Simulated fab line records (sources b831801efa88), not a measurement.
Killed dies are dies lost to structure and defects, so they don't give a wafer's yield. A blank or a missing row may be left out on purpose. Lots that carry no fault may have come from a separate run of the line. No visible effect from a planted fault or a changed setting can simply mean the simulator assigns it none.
fab line records	flow sky130
[record] lots = 6	wafers = 18	last-day = 50
route steps=708 shown PWDE@54 NWELL@56 PAD_OPEN@708
lots that met no fault: from a run of the same line without faults
start-h: hours from the record's opening day to when the first of the lot's shown wafers began	wait-h: how many hours have passed since the lot's step before this one	" repeats the value in the row above	L1.1+2: a single row standing in for several wafers	- no value present, or no start provided	* or withheld: withheld	< > ~ a bound
route shown NAME@n: names a module that has steps shown in the file, with the first one's number in the route	usual: mean/standard deviation taken from wafers without a fault	same: alike in all rows	chamber/n: place in a boat	sites: each site's reading	_std_site: the values' standard deviation	_edge_site: mean of outer sites minus mean of inner sites	radius-mm: how far each site lies from the wafer's centre	mask NAME#n: copy n	behind: the last tool/chamber to shape the wafer	hold: why the lot was held/for how many hours/how that ended	device: the transistor (n, p or np) that didn't switch	end of line: the same wafers' tests at the end of the route	a step without rows: its recipe alone	killed: count of dies lost to structure and defects at first sort (not the wafer's yield)	map: the dies of a wafer, with x for killed, . for not killed, _ for no die there
set.NAME: the setting as run; set.NAME@STEP: as run at that earlier step	model.NAME: the simulator's own value behind a step, which no gauge read
lots seen at some steps along the route; tables by step, rows by wafer
services: when a tool's chamber went out of use (start-h, in hours from the record's first day, below 0 if earlier), for how many hours, and the reason
[[steps]]
[step SKY_PWDE_STRIP_09]
[recipe] chemistry = O2/N2	power-w = 1400	pressure-mtorr = 1500	platen-temp-c = withheld	o2-flow-sccm = 3000	n2-flow-sccm = 300	overash-fraction = 0.5
[usual] drypump-motor-current-A = 5.9/0.39	oes-product-au = 0.722/0.0049	strip-time-to-endpoint-s = 36.94/0.1
lot.wafer	tool	chamber	start-h	wait-h	drypump-motor-current-A	oes-product-au	rf-hours-counter-h	strip-time-to-endpoint-s
L555.2	plasma-asher-04	0	97.15	0.1	6.1	0.720	41	36.85
L555.3	"	1	"	"	5.4	0.723	-	36.90
L555.5	"	0	"	"	6.0	0.716	-	36.90
L556.1	plasma-asher-03	0	98.92	0.1	6.5	0.729	29	36.86
L556.2	"	1	"	"	6.0	0.717	29	36.93
L556.3	"	1	"	"	6.0	0.721	-	36.91
L571.1	plasma-asher-02	0	177.49	0.1	5.5	0.729	48	37.01
L571.2	"	1	"	"	5.5	0.722	48	36.95
L571.4	"	0	"	"	5.6	0.715	-	36.99
L573.2	plasma-asher-02	1	182.76	0.1	5.6	0.720	49	37.11
L573.4	"	1	"	"	5.6	0.722	-	37.12
L573.6	"	1	"	"	5.6	0.726	-	37.16
L572.3	plasma-asher-03	0	183.28	0.1	6.5	0.719	-	37.01
L572.5	"	0	"	"	6.5	0.708	-	36.88
L572.6	"	1	"	"	6.1	0.724	-	36.89
L575.3	plasma-asher-02	0	190.45	0.1	5.6	0.725	-	36.92
L575.5	"	0	"	"	5.6	0.726	-	36.93
L575.6	"	1	"	"	5.6	0.732	-	36.97
[step SKY_PWDE_TW_MEAS_10]
[usual] PWDE_TW = 376.7/2.4
lot.wafer	tool	chamber	start-h	wait-h	PWDE_TW
L555.2	film-metro-01	-	97.26	0.1	376.2
L555.3	"	-	"	"	374.3
L555.5	"	-	"	"	375.8
L556.1	film-metro-02	-	99.02	0.1	379.8
L556.2	"	-	"	"	381.5
L556.3	"	-	"	"	378.7
L571.1	film-metro-01	-	177.59	0.1	372.3
L571.2	"	-	"	"	374.5
L571.4	"	-	"	"	374.1
L573.2	film-metro-02	-	182.87	0.1	378.9
L573.4	"	-	"	"	379.9
L573.6	"	-	"	"	380.8
L572.3	film-metro-04	-	183.36	0.1	375.4
L572.5	"	-	"	"	374.7
L572.6	"	-	"	"	377.3
L575.3	film-metro-01	-	190.53	0.1	375.6
L575.5	"	-	"	"	375.7
L575.6	"	-	"	"	377.1
[step SKY_NWELL_DEHYDRATE_03]
[recipe] temp-c = 200	time-s = 60
[step SKY_NWELL_HMDS_04]
[recipe] prime-time-s = 60	prime-temp-c = 120
[step SKY_NWELL_COAT_05]
[recipe] spin-rpm = 2000	resist-thk-nm = 3000
[step SKY_NWELL_SOFTBAKE_06]
[recipe] temp-c = 110	time-s = withheld
[step SKY_NWELL_EXPOSE_07]
[recipe] mask-id = NWM	na = 0.6	source-shape = conventional	sigma-outer = 0.6	polarization = unpolarized	target-cd-nm = 840	dose-mj = 255
[step SKY_NWELL_PEB_08]
[recipe] temp-c = 115	time-s = withheld
[step SKY_NWELL_DEVELOP_09]
[recipe] wall-angle-deg = 90	developer = TMAH	develop-time-s = 60	dev-temp-c = 23
[step SKY_NWELL_OVL_MEAS_10]
[usual] NWELL_00_OVL = -0.4/1.6
lot.wafer	tool	chamber	start-h	wait-h	NWELL_00_OVL[nm]
L555.2	overlay-02	-	115.02	-	-0.7
L555.3	"	-	"	"	0.4
L555.5	"	-	"	"	-1.3
L556.1	overlay-02	-	116.61	-	0.1
L556.2	"	-	"	"	0.7
L556.3	"	-	"	"	0.6
L571.1	overlay-02	-	199.26	-	0.2
L571.2	"	-	"	"	-0.8
L571.4	"	-	"	"	-0.8
L573.2	overlay-01	-	203.79	-	4.6
L573.4	"	-	"	"	0.7
L573.6	"	-	"	"	0.0
L572.3	overlay-02	-	204.14	-	0.9
L572.5	"	-	"	"	0.0
L572.6	"	-	"	"	-0.2
L575.3	overlay-01	-	212.17	-	-2.1
L575.5	"	-	"	"	-0.8
L575.6	"	-	"	"	0.6
[step SKY_NWELL_IMPLANT_11]
[recipe] species = P	energy-kev = 400	dose-cm2 = 1.9e+13	tilt-deg = withheld
[step SKY_NWELL_IMPLANT_12]
[recipe] species = P	energy-kev = 120	dose-cm2 = 1.3e+12	tilt-deg = withheld
[step SKY_NWELL_IMPLANT_13]
[recipe] species = P	energy-kev = 50	dose-cm2 = 7e+11	tilt-deg = withheld
[usual] beam-energy-keV = 49.998/0.017	dose-ions-cm2 = 7e+11/7.5e+08	faraday-current-uA = 3.95/0.074
lot.wafer	tool	chamber	start-h	wait-h	beam-energy-keV	dose-ions-cm2	faraday-current-uA
L555.2	implanter-02	0	115.37	0.1	49.970	7.014e+11	3.86
L555.3	"	0	"	"	49.990	7.003e+11	4.04
L555.5	"	0	"	"	50.021	6.997e+11	3.96
L556.1	implanter-03	0	116.94	0.1	49.986	6.996e+11	4.01
L556.2	"	0	"	"	49.991	7.015e+11	4.04
L556.3	"	0	"	"	49.991	7.007e+11	4.09
L571.1	implanter-02	0	199.59	0.1	49.990	6.582e+11	3.73
L571.2	"	0	"	"	49.986	6.571e+11	3.76
L571.4	"	0	"	"	49.978	6.59e+11	3.77
L573.2	implanter-04	0	204.14	0.1	49.991	7.002e+11	4.10
L573.4	"	0	"	"	50.008	7.006e+11	3.86
L573.6	"	0	"	"	50.003	7.009e+11	3.89
L572.3	implanter-02	0	204.52	0.1	50.001	6.581e+11	3.68
L572.5	"	0	"	"	49.974	6.579e+11	3.77
L572.6	"	0	"	"	49.998	6.574e+11	3.82
L575.3	implanter-04	0	212.54	0.1	50.005	6.997e+11	3.85
L575.5	"	0	"	"	50.013	6.995e+11	3.90
L575.6	"	0	"	"	50.021	6.997e+11	4.08
[step SKY_NWELL_STRIP_14]
[recipe] chemistry = O2/N2	power-w = 1400	pressure-mtorr = 1500	platen-temp-c = withheld	o2-flow-sccm = 3000	n2-flow-sccm = 300	overash-fraction = 0.5
[usual] drypump-motor-current-A = 5.7/0.31	oes-product-au = 0.723/0.0049	strip-time-to-endpoint-s = 36.95/0.093
lot.wafer	tool	chamber	start-h	wait-h	drypump-motor-current-A	oes-product-au	rf-hours-counter-h	strip-time-to-endpoint-s
L555.2	plasma-asher-02	1	115.50	0.1	5.6	0.714	44	37.02
L555.3	"	0	"	"	5.6	0.731	-	36.91
L555.5	"	0	"	"	5.6	0.720	-	36.96
L556.1	plasma-asher-04	0	117.09	0.1	6.0	0.731	43	36.98
L556.2	"	1	"	"	5.3	0.712	43	36.97
L556.3	"	1	"	"	5.3	0.723	-	36.92
L571.1	plasma-asher-02	1	199.74	0.1	5.6	0.721	50	36.85
L571.2	"	0	"	"	5.7	0.729	50	36.99
L571.4	"	0	"	"	5.6	0.733	-	36.86
L573.2	plasma-asher-04	1	204.27	0.1	5.4	0.722	51	36.97
L573.4	"	1	"	"	5.3	0.717	-	36.92
L573.6	"	1	"	"	5.3	0.727	-	37.02
L572.3	plasma-asher-01	1	204.65	0.1	6.2	0.716	-	36.91
L572.5	"	1	"	"	6.2	0.721	-	36.74
L572.6	"	0	"	"	5.5	0.716	-	36.88
L575.3	plasma-asher-01	0	212.68	0.1	5.5	0.723	-	36.94
L575.5	"	1	"	"	6.2	0.726	-	36.98
L575.6	"	0	"	"	5.5	0.725	-	37.13
[step SKY_PAD_OPEN_PROBE_99]
[usual] killed_at_M0_to_M3 = 44/6.8	killed_at_M4_up = 3.1/1.8	killed-at-contacts = 25/5.2	killed-at-front-end = 15/4.1	killed-at-other = 0.3/0.62	killed-dies = 88/9.4	killed-open = 48/7.1	killed-short = 40/6.1
[same] gross-dies = 492	killed-at-back-side = 0
lot.wafer	tool	chamber	start-h	wait-h	killed_at_M0_to_M3	killed_at_M4_up	killed-at-contacts	killed-at-front-end	killed-at-other	killed-dies	killed-open	killed-short
L555.2	prober-02	-	1103.23	0.1	45	3	23	16	0	87	50	37
L555.3	prober-02	-	1103.28	0.2	37	4	40	20	1	102	50	50
L555.5	prober-02	-	1103.38	0.2	48	1	33	16	2	100	61	38
L556.1	prober-01	-	1104.68	0.1	34	1	23	15	1	74	37	37
L556.2	prober-01	-	1104.73	0.1	45	3	27	16	0	91	47	43
L556.3	prober-01	-	1104.78	0.2	42	1	23	18	0	84	45	39
L571.1	prober-02	-	1183.33	0.1	52	3	19	14	1	89	38	51
L571.2	prober-02	-	1183.38	0.1	41	4	33	11	1	90	50	40
L571.4	prober-02	-	1183.48	0.2	43	3	20	13	0	79	44	35
L573.2	prober-01	-	1185.43	0.1	57	2	21	19	0	99	45	54
L573.4	prober-01	-	1185.53	0.2	29	3	28	11	2	73	48	25
L573.6	prober-01	-	1185.63	0.2	42	3	32	10	0	87	52	35
L572.3	prober-02	-	1186.08	0.2	40	3	20	15	0	78	37	40
L572.5	prober-02	-	1186.18	0.2	36	6	17	22	0	81	38	43
L572.6	prober-02	-	1186.23	0.2	49	3	20	15	0	87	52	35
L575.3	prober-01	-	1198.74	0.2	45	2	22	14	0	83	44	39
L575.5	prober-01	-	1198.84	0.2	37	2	28	13	0	80	38	41
L575.6	prober-01	-	1198.89	0.2	37	3	32	18	0	90	39	50
// killed by level:class
L555.2 VIA1:geometric-particle:open=13 CONTACT:geometric-particle:open=9 LOCAL_INTERCONNECT:geometric-particle:short=6 VIA2:geometric-particle:open=6 METAL1:geometric-particle:short=5 VIA3:geometric-particle:open=5 FIELD_ISO:geometric-particle:open=4 FIELD_ISO:geometric-particle:short=4
L555.3 CONTACT:geometric-particle:open=14 VIA1:geometric-particle:open=9 LI_CONTACT:geometric-particle:short=7 LI_CONTACT:geometric-particle:open=6 LOCAL_INTERCONNECT:geometric-particle:short=6 CONTACT:geometric-particle:short=6 METAL2:geometric-particle:short=6 VIA3:geometric-particle:open=6
L555.5 VIA1:geometric-particle:open=13 CONTACT:geometric-particle:open=12 LI_CONTACT:geometric-particle:open=8 CONTACT:geometric-particle:short=6 METAL1:geometric-particle:short=6 POLY_GATE:geometric-particle:open=5 VIA3:geometric-particle:open=5 FIELD_ISO:geometric-particle:open=4
L556.1 CONTACT:geometric-particle:open=8 LI_CONTACT:geometric-particle:open=7 VIA1:geometric-particle:open=7 METAL1:geometric-particle:short=6 FIELD_ISO:geometric-particle:short=5 POLY_GATE:geometric-particle:short=5 METAL2:geometric-particle:short=5 CONTACT:geometric-particle:short=5
L556.2 VIA1:geometric-particle:open=10 CONTACT:geometric-particle:open=9 LI_CONTACT:geometric-particle:open=7 METAL1:geometric-particle:short=7 VIA3:geometric-particle:open=7 LOCAL_INTERCONNECT:geometric-particle:short=6 VIA2:geometric-particle:open=5 POLY_GATE:geometric-particle:open=4
L556.3 VIA1:geometric-particle:open=12 CONTACT:geometric-particle:open=10 LOCAL_INTERCONNECT:geometric-particle:short=7 FIELD_ISO:geometric-particle:short=6 VIA3:geometric-particle:open=6 METAL2:geometric-particle:short=5 SPACER:geometric-particle:open=4 VIA1:geometric-particle:short=4
L571.1 VIA2:geometric-particle:short=10 VIA2:geometric-particle:open=10 METAL1:geometric-particle:short=7 VIA1:geometric-particle:open=7 VIA3:geometric-particle:open=6 LOCAL_INTERCONNECT:geometric-particle:short=5 CONTACT:geometric-particle:short=5 POLY_GATE:geometric-particle:short=4
L571.2 VIA1:geometric-particle:open=13 CONTACT:geometric-particle:open=8 LI_CONTACT:geometric-particle:open=8 VIA1:geometric-particle:short=7 LOCAL_INTERCONNECT:geometric-particle:short=6 VIA2:geometric-particle:open=6 CONTACT:geometric-particle:short=5 LI_CONTACT:geometric-particle:short=4
L571.4 VIA1:geometric-particle:open=11 LOCAL_INTERCONNECT:geometric-particle:short=7 LI_CONTACT:geometric-particle:open=6 METAL2:geometric-particle:short=6 VIA2:geometric-particle:open=6 VIA3:geometric-particle:open=5 CONTACT:geometric-particle:open=4 FIELD_ISO:geometric-particle:open=3
L573.2 VIA2:geometric-particle:open=10 FIELD_ISO:geometric-particle:short=9 CONTACT:geometric-particle:open=8 METAL2:geometric-particle:short=8 VIA1:geometric-particle:open=7 FIELD_ISO:geometric-particle:open=6 VIA1:geometric-particle:short=6 VIA3:geometric-particle:open=6
L573.4 CONTACT:geometric-particle:open=11 LI_CONTACT:geometric-particle:open=10 VIA1:geometric-particle:open=10 VIA3:geometric-particle:open=5 FIELD_ISO:geometric-particle:open=3 LOCAL_INTERCONNECT:geometric-particle:short=3 VIA2:geometric-particle:open=3 FIELD_ISO:geometric-particle:short=2
L573.6 CONTACT:geometric-particle:open=13 LI_CONTACT:geometric-particle:open=8 VIA1:geometric-particle:open=8 VIA3:geometric-particle:open=7 VIA2:geometric-particle:short=6 CONTACT:geometric-particle:short=5 METAL3:geometric-particle:short=5 VIA2:geometric-particle:open=4
L572.3 VIA1:geometric-particle:open=9 LOCAL_INTERCONNECT:geometric-particle:short=6 METAL2:geometric-particle:short=5 SPACER:geometric-particle:short=5 CONTACT:geometric-particle:open=5 VIA1:geometric-particle:short=5 VIA3:geometric-particle:short=5 LI_CONTACT:geometric-particle:open=4
L572.5 FIELD_ISO:geometric-particle:open=9 VIA3:geometric-particle:open=9 CONTACT:geometric-particle:open=6 METAL1:geometric-particle:short=6 FIELD_ISO:geometric-particle:short=5 LOCAL_INTERCONNECT:geometric-particle:short=5 METAL4:geometric-particle:short=5 VIA1:geometric-particle:short=4
L572.6 VIA1:geometric-particle:open=12 VIA2:geometric-particle:open=9 METAL1:geometric-particle:short=8 CONTACT:geometric-particle:open=7 LI_CONTACT:geometric-particle:open=5 METAL2:geometric-particle:short=5 VIA3:geometric-particle:open=5 FIELD_ISO:geometric-particle:open=4
L575.3 CONTACT:geometric-particle:open=7 METAL2:geometric-particle:short=7 FIELD_ISO:geometric-particle:open=6 LI_CONTACT:geometric-particle:open=6 METAL1:geometric-particle:short=6 VIA1:geometric-particle:open=6 VIA3:geometric-particle:open=6 VIA2:geometric-particle:open=6
L575.5 CONTACT:geometric-particle:open=9 METAL1:geometric-particle:short=8 LI_CONTACT:geometric-particle:open=7 CONTACT:geometric-particle:short=6 VIA1:geometric-particle:open=6 VIA2:geometric-particle:open=6 VIA3:geometric-particle:open=5 VIA1:geometric-particle:short=5
L575.6 LOCAL_INTERCONNECT:geometric-particle:short=8 CONTACT:geometric-particle:short=8 METAL2:geometric-particle:short=7 CONTACT:geometric-particle:open=7 VIA2:geometric-particle:open=7 FIELD_ISO:geometric-particle:open=5 VIA1:geometric-particle:open=5 VIA3:geometric-particle:open=5
[[services]]
tool	chamber	start-h	hours	kind
implanter-04	-	89.64	1.8	repair
plasma-asher-01	-	108.75	9.0	pm
plasma-asher-01	0	108.75	9.0	vent-cycle
plasma-asher-01	1	108.75	9.0	vent-cycle
implanter-04	-	116.39	30.5	pm
plasma-asher-01	0	117.75	-	clean
plasma-asher-01	1	117.75	-	clean
plasma-asher-02	-	122.74	14.6	pm
implanter-04	-	150.60	4.2	repair
plasma-asher-04	-	158.49	7.1	repair
plasma-asher-04	-	165.04	4.0	repair
implanter-04	-	175.38	2.6	repair
implanter-02	-	181.94	1.7	repair
plasma-asher-03	-	199.98	0.7	repair
plasma-asher-02	-	205.67	11.1	repair
[[key]]
[first-sign] step = SKY_NWELL_IMPLANT_13	reading = dose-ions-cm2	direction = down	sigmas = 56	usual = *	struck = *
[effect] step = SKY_NWELL_IMPLANT_13	reading = faraday-current-uA	direction = down	sigmas = 2.6	usual = 3.95	struck = 3.76
met-at SKY_NWELL_IMPLANT_13
struck-wafers L571.1,L571.2,L571.4,L572.3,L572.5,L572.6
tester-left-out L571,L572
onset-between 115.37 199.59
[fault] kind = process-parameter-drift	tool = implanter-02	chamber = -	onset-h = 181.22	steps = SKY_NWELL_IMPLANT_13	channel = dose-cm2	offset = *	shape = step	end-h = 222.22	acts-in = *	stated = *
// tester-left-out: of these lots the tester's yield and bins aren't shown, on N5 and GAA mostly nor the transistor test; their killed dies are dies lost to structure and defects alone, not to doping, threshold or leakage, so they don't give the yield
